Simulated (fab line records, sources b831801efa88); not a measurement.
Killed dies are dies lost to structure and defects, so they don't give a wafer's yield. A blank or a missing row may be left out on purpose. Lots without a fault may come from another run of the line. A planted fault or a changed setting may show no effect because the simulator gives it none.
Which tool did it? | flow gf180mcu | 14 lots, 42 wafers sampled, at 5 steps of a route of 602

WHAT THE GAUGES READ, wafer by wafer
GF_PSD_OVL_MEAS_08. Usual: PSD_OVL -0.2 nm, standard deviation 1.4.
lot  | measured     | on         | PSD_OVL (nm)                              | flag
L886 | day 14 03:32 | overlay-01 | 0.0 -1.2 -0.3                             |
L891 | day 15 23:45 | overlay-02 | 0.5 -1.0 0.7                              |
L890 | day 16 00:42 | overlay-02 | -2.0 -1.9 0.1                             |
L892 | day 16 14:43 | overlay-01 | -0.6 0.6 1.9                              |
L893 | day 16 18:47 | overlay-01 | 2.8 0.1 2.5                               |
L894 | day 16 21:54 | overlay-01 | -1.9 -1.4 -0.6                            |
L897 | day 18 07:39 | overlay-02 | -1.3 0.7 0.2                              |
L898 | day 18 10:11 | overlay-02 | -3.9 -1.8 -2.2                            |
L899 | day 18 22:08 | overlay-02 | -0.3 0.0 -0.3                             |
L900 | day 19 10:59 | overlay-01 | -139.8 -139.0 -140.1 -140.8 -140.5 -141.0 | OFF
L901 | day 19 11:56 | overlay-02 | -142.1 -142.1 -141.6 -143.7 -143.5 -142.7 | OFF
L905 | day 20 21:49 | overlay-01 | 0.3 -0.8 -0.6                             |
L908 | day 22 02:35 | overlay-01 | 1.4 0.4 0.1                               |
L909 | day 22 08:08 | overlay-01 | 0.3 1.2 0.6                               |

GF_PSD_RS_MEAS_14: measures by four-point-probe. Usual: NSD_RS 46.11 ohm/sq, standard deviation 0.088.
lot  | measured     | on            | NSD_RS (ohm/sq)   | flag
L886 | day 14 04:01 | film_metro-03 | 46.24 46.07 46.18 |
L891 | day 16 00:16 | film_metro-04 | 46.06 46.06 46.02 |
L890 | day 16 01:13 | film_metro-03 | 46.02 46.11 46.16 |
L892 | day 16 15:12 | film_metro-03 | 46.23 46.26 46.23 |
L893 | day 16 19:16 | film_metro-03 | 46.14 46.10 46.10 |
L894 | day 16 22:24 | film_metro-03 | 46.03 46.07 46.10 |
L897 | day 18 08:11 | film_metro-03 | 46.09 46.07 46.13 |
L898 | day 18 10:43 | film_metro-03 | 46.30 46.25 46.18 |
L899 | day 18 22:39 | film_metro-04 | 46.01 46.06 46.07 |
L905 | day 20 22:19 | film_metro-04 | 46.03 46.23 46.27 |
L908 | day 22 03:04 | film_metro-04 | 46.27 46.13 46.14 |
L909 | day 22 08:39 | film_metro-04 | 46.15 46.15 46.13 |

GF_CONTACT_THK_MEAS_03. Usual: CONTACT_CVD_02_THK 860 nm, standard deviation 11.
lot  | measured     | on            | CONTACT_CVD_02_THK (nm) | flag
L886 | day 15 01:52 | film_metro-04 | 856 841 856             |
L891 | day 16 23:28 | film_metro-02 | 838 858 870             |
L890 | day 17 00:53 | film_metro-02 | 854 859 856             |
L892 | day 17 15:14 | film_metro-02 | 861 852 850             |
L893 | day 17 19:39 | film_metro-04 | 843 859 861             |
L894 | day 17 23:02 | film_metro-04 | 840 861 870             |
L897 | day 19 08:51 | film_metro-02 | 858 867 867             |
L898 | day 19 12:17 | film_metro-02 | 862 880 875             |
L899 | day 20 00:02 | film_metro-02 | 868 869 875             |
L905 | day 21 23:25 | film_metro-02 | 857 874 871             |
L908 | day 23 03:12 | film_metro-02 | 859 860 877             |
L909 | day 23 08:50 | film_metro-04 | 854 861 868             |

GF_CONTACT_OVL_MEAS_15. Usual: CONTACT_OVL -2 nm, standard deviation 6.2.
lot  | measured     | on         | CONTACT_OVL (nm) | flag
L886 | day 16 00:20 | overlay-01 | -8 4 4           |
L891 | day 17 22:52 | overlay-01 | -1 1 8           |
L890 | day 18 00:02 | overlay-01 | 9 5 7            |
L892 | day 18 14:58 | overlay-01 | -1 -4 -1         |
L893 | day 18 20:19 | overlay-01 | 3 0 2            |
L894 | day 19 00:00 | overlay-02 | -4 -6 -11        |
L897 | day 20 09:33 | overlay-01 | -9 -9 -8         |
L898 | day 20 13:15 | overlay-01 | -6 0 -5          |
L899 | day 21 00:38 | overlay-02 | -2 0 4           |
L905 | day 22 23:29 | overlay-01 | -2 -5 0          |
L908 | day 24 02:40 | overlay-01 | -1 8 9           |
L909 | day 24 07:03 | overlay-01 | 0 -5 -3          |

WHICH TOOL RAN EACH LOT (tool, then ch and the chambers of the sampled wafers, then the start)
lot  | GF_PSD_EXPOSE_04
L886 | iline_stepper-02 ch 0, day 13 17:50
L891 | iline_stepper-01 ch 0, day 15 12:50
L890 | iline_stepper-02 ch 0, day 15 14:16
L892 | iline_stepper-02 ch 0, day 16 03:17
L893 | iline_stepper-02 ch 0, day 16 06:42
L894 | iline_stepper-01 ch 0, day 16 10:47
L897 | iline_stepper-01 ch 0, day 17 20:10
L898 | iline_stepper-02 ch 0, day 17 22:34
L899 | iline_stepper-01 ch 0, day 18 09:52
L900 | iline_stepper-01 ch 0, day 18 23:31
L901 | iline_stepper-01 ch 0, day 19 00:33
L905 | iline_stepper-02 ch 0, day 20 09:19
L908 | iline_stepper-02 ch 0, day 21 14:28
L909 | iline_stepper-02 ch 0, day 21 20:45
- GF_PSD_EXPOSE_04: exposes mask Pplus, target cd 400 nm.

WHAT THE TOOLS THEMSELVES READ (means of the sampled wafers that have a number; where no wafer has one, the mark that the record gives instead)
GF_PSD_EXPOSE_04. Usual: focus_offset_nm 0.0 nm, standard deviation 0.49.
lot  | tool             | focus_offset_nm (nm) | flag
L886 | iline_stepper-02 | -0.4                 |
L891 | iline_stepper-01 | -0.1                 |
L890 | iline_stepper-02 | -0.1                 |
L892 | iline_stepper-02 | -0.8                 |
L893 | iline_stepper-02 | 0.4                  |
L894 | iline_stepper-01 | 0.6                  |
L897 | iline_stepper-01 | 0.5                  |
L898 | iline_stepper-02 | -0.3                 |
L899 | iline_stepper-01 | -0.6                 |
L900 | iline_stepper-01 | 0.2                  |
L901 | iline_stepper-01 | 0.1                  |
L905 | iline_stepper-02 | 0.3                  |
L908 | iline_stepper-02 | 0.3                  |
L909 | iline_stepper-02 | 0.1                  |

THE ANSWER, worked out from the rows above alone
Rule: a lot is off if the mean of its wafers that have a number lies more than 3 standard deviations from the usual mean. A lot without any number at a reading at which 4 lots or more have one is off too. The other lots that the step has rows for count as sound. The gauges are gone through in route order, then the tools' own readings, and for those a lot's mean is taken as printed above. The first step at which some lot is off is used, and at that step the reading that is off furthest; a lot without a number counts as furthest.
Off: L900, L901, at GF_PSD_OVL_MEAS_08 (PSD_OVL).
A tool fits if, at a process step before that reading, it ran every lot that is off, and no sound lot after the first of them. The gauges at GF_PSD_OVL_MEAS_08 are tried like those tools. One fits: iline_stepper-01 at GF_PSD_EXPOSE_04. Its last sound lot is L899 (day 18 09:52), its first lot that is off L900 (day 18 23:31): a fault that began between those two fits.

WHAT THE SIMULATOR HAD PUT IN
Scanner matching overlay: iline_stepper-01, from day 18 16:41 on, at GF_PSD_EXPOSE_04. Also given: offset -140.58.
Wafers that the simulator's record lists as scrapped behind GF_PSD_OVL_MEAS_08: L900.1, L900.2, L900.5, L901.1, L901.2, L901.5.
Lots struck among those shown: L900, L901. The rule above found the same.
